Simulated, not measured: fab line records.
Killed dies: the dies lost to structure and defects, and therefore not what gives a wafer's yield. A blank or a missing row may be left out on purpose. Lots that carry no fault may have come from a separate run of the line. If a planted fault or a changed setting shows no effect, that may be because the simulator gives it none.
What tool caused it? + flow sky130 + 11 lots, 32 wafers sampled, at 5 steps of a route of 708

WHAT THE GAUGES READ, wafer by wafer
SKY_METAL1_OVL_MEAS_16.
| lot  | measured     | on         | METAL1_OVL (nm) |
|------|--------------|------------|-----------------|
| L781 | day 33 15:44 | overlay-02 | -1 -2 -3        |
| L783 | day 34 07:35 | overlay-01 | -11 -11 -3      |
| L784 | day 34 16:11 | overlay-02 | 5 -5 3          |
| L785 | day 34 21:48 | overlay-01 | -4 -5 -6        |
| L789 | day 36 08:30 | overlay-02 | -5 -9 6         |
| L791 | day 36 16:33 | overlay-02 | -6 -4 -6        |
| L795 | day 39 15:32 | overlay-01 | 1 1 -5          |
| L797 | day 39 16:14 | overlay-01 | -4 -3 -3        |
| L799 | day 39 16:19 | overlay-02 | -1 -14          |
| L801 | day 39 18:27 | overlay-01 | 7 0 -4          |
| L800 | day 39 21:33 | overlay-01 | -12 -1 4        |

SKY_VIA2_THK_MEAS_01.
| lot  | measured     | on            | VIA2_HDPCVD_THK (nm) |
|------|--------------|---------------|----------------------|
| L781 | day 36 01:37 | film_metro-01 | 1179 1188 1181       |
| L783 | day 36 16:34 | film_metro-02 | 1181 1191 1216       |
| L784 | day 37 00:53 | film_metro-02 | 1202 1193 1196       |
| L785 | day 37 07:04 | film_metro-03 | 1204 1193 1198       |
| L789 | day 38 17:14 | film_metro-03 | 1190 1202 1179       |
| L791 | day 39 01:26 | film_metro-01 | 1188 1197 1166       |
| L795 | day 41 19:11 | film_metro-01 | 1194 1193 1347       |
| L797 | day 41 20:18 | film_metro-03 | 1337 1205 1197       |
| L799 | day 41 20:52 | film_metro-01 | 1183 1179            |
| L801 | day 41 22:44 | film_metro-01 | 1215 1203 1204       |
| L800 | day 42 01:53 | film_metro-03 | 1161 1165 1179       |

TOOL THAT RAN EACH LOT (tool first, then ch and the chambers of the sampled wafers, then the start)
| lot  | SKY_CONTACT_STRIP_19                 | SKY_METAL1_SPUTTER_02        | SKY_VIA2_HDPCVD_00               |
|------|--------------------------------------|------------------------------|----------------------------------|
| L781 | plasma_asher-03 ch 0,1, day 32 10:49 | pvd_sputter-01, day 32 12:10 | hdpcvd-02 ch 0,2, day 36 01:29   |
| L783 | plasma_asher-03 ch 0,1, day 33 04:13 | pvd_sputter-01, day 33 05:31 | hdpcvd-02 ch 0,1,2, day 36 16:27 |
| L784 | plasma_asher-03 ch 0,1, day 33 12:10 | pvd_sputter-01, day 33 13:28 | hdpcvd-02 ch 1,2, day 37 00:46   |
| L785 | plasma_asher-03 ch 0,1, day 33 18:36 | pvd_sputter-02, day 33 19:51 | hdpcvd-02 ch 0,1,2, day 37 06:55 |
| L789 | plasma_asher-03 ch 0,1, day 35 03:57 | pvd_sputter-02, day 35 05:14 | hdpcvd-02 ch 0,1,2, day 38 17:07 |
| L791 | plasma_asher-01 ch 0,1, day 35 11:39 | pvd_sputter-03, day 35 13:22 | hdpcvd-01 ch 0,1,2, day 39 01:19 |
| L795 | plasma_asher-01 ch 0,1, day 38 12:42 | pvd_sputter-01, day 38 14:20 | hdpcvd-02 ch 0,1,2, day 41 19:04 |
| L797 | plasma_asher-03 ch 0, day 38 13:41   | pvd_sputter-03, day 38 15:26 | hdpcvd-02 ch 0,1,2, day 41 20:11 |
| L799 | plasma_asher-04 ch 0,1, day 38 14:21 | pvd_sputter-01, day 38 15:44 | hdpcvd-02 ch 2, day 41 20:43     |
| L801 | plasma_asher-01 ch 1, day 38 16:16   | pvd_sputter-01, day 38 17:58 | hdpcvd-01 ch 0,1, day 41 22:37   |
| L800 | plasma_asher-01 ch 0,1, day 38 19:42 | pvd_sputter-01, day 38 21:03 | hdpcvd-01 ch 0,1,2, day 42 01:46 |
- SKY_CONTACT_STRIP_19: strips in O2/N2.
- SKY_METAL1_SPUTTER_02: material AlCu, target thk 250 nm, time 12.76 s.
- SKY_VIA2_HDPCVD_00: deposits SiO2, target thk 1180 nm, time 196.7 s.

AS READ BY THE TOOLS THEMSELVES (means over the sampled wafers that have a number; for cases with no such wafer, the mark the record gives instead)
SKY_CONTACT_STRIP_19.
| lot  | tool            | chamber_pressure_mTorr (mTorr) | drypump_motor_current_A (A) | o2_flow_sccm (sccm) | oes_product_au (a.u.) | strip_time_to_endpoint_s (s) |
|------|-----------------|--------------------------------|-----------------------------|---------------------|-----------------------|------------------------------|
| L781 | plasma_asher-03 | 1501.8                         | 5.8                         | 2996                | 0.382                 | 3.64                         |
| L783 | plasma_asher-03 | 1499.5                         | 5.9                         | 2994                | 0.383                 | 3.65                         |
| L784 | plasma_asher-03 | 1500.5                         | 5.9                         | 3003                | 0.378                 | 3.59                         |
| L785 | plasma_asher-03 | 1499.7                         | 5.9                         | 3004                | 0.383                 | 3.61                         |
| L789 | plasma_asher-03 | 1499.2                         | 5.8                         | 3012                | 0.382                 | 3.63                         |
| L791 | plasma_asher-01 | 1500.1                         | 5.1                         | 2987                | 0.385                 | 3.61                         |
| L795 | plasma_asher-01 | 1499.9                         | 5.1                         | 3002                | 0.378                 | 3.58                         |
| L797 | plasma_asher-03 | 1499.7                         | 5.8                         | 3007                | 0.378                 | 3.63                         |
| L799 | plasma_asher-04 | 1501.2                         | 5.4                         | 2996                | 0.382                 | 3.62                         |
| L801 | plasma_asher-01 | 1500.0                         | 4.9                         | 2989                | 0.383                 | 3.62                         |
| L800 | plasma_asher-01 | 1500.4                         | 5.1                         | 3002                | 0.383                 | 3.61                         |

SKY_METAL1_SPUTTER_02.
| lot  | tool           | throttle_valve_pct (%) |
|------|----------------|------------------------|
| L781 | pvd_sputter-01 | 30.0                   |
| L783 | pvd_sputter-01 | 31.7                   |
| L784 | pvd_sputter-01 | 30.6                   |
| L785 | pvd_sputter-02 | 30.5                   |
| L789 | pvd_sputter-02 | 30.6                   |
| L791 | pvd_sputter-03 | 28.6                   |
| L795 | pvd_sputter-01 | 31.1                   |
| L797 | pvd_sputter-03 | 28.7                   |
| L799 | pvd_sputter-01 | 29.9                   |
| L801 | pvd_sputter-01 | 30.7                   |
| L800 | pvd_sputter-01 | 30.3                   |

SKY_VIA2_HDPCVD_00.
| lot  | tool      | run_length_s (s) |
|------|-----------|------------------|
| L781 | hdpcvd-02 | 224.9            |
| L783 | hdpcvd-02 | 224.5            |
| L784 | hdpcvd-02 | 224.1            |
| L785 | hdpcvd-02 | 224.8            |
| L789 | hdpcvd-02 | 224.2            |
| L791 | hdpcvd-01 | 224.7            |
| L795 | hdpcvd-02 | 232.4            |
| L797 | hdpcvd-02 | 232.7            |
| L799 | hdpcvd-02 | 225.1            |
| L801 | hdpcvd-01 | 225.3            |
| L800 | hdpcvd-01 | 224.8            |

THE ANSWER, worked out from the rows above alone
Rule: usual is defined by the lots themselves. The widest of any qualifying gaps counts: lots, ordered by their means at a reading, are off when they make up no more than a third of the lots, leave a main group of 4 or more, and stand apart from it by 3 or more times the standard deviation of that group's means. Not used: any main group whose means are identical at the precision the tables above print for the reading. A lot without any number at a reading at which 4 lots or more have one is off too. Where the step has rows for the other lots, those lots are counted as sound. First the gauges in route order, then the tools' own readings, where a lot's mean is used as printed above. The first step at which some lot is off is used, and at that step the reading that is off furthest; a lot without a number counts as furthest.
Off: L795, L797, seen at SKY_VIA2_THK_MEAS_01 (VIA2_HDPCVD_THK). Main group: mean 1189 nm, sd 11.
A tool fits if, at a process step before that reading, it ran every lot that is off, and no sound lot after the first of them. Not tried: the gauges at SKY_VIA2_THK_MEAS_01; whatever is off there is also off at SKY_CONTACT_STRIP_19, on other tools, and gauge error can't account for it. No candidate that was tried fits.

WHAT THE SIMULATOR HAD INSERTED
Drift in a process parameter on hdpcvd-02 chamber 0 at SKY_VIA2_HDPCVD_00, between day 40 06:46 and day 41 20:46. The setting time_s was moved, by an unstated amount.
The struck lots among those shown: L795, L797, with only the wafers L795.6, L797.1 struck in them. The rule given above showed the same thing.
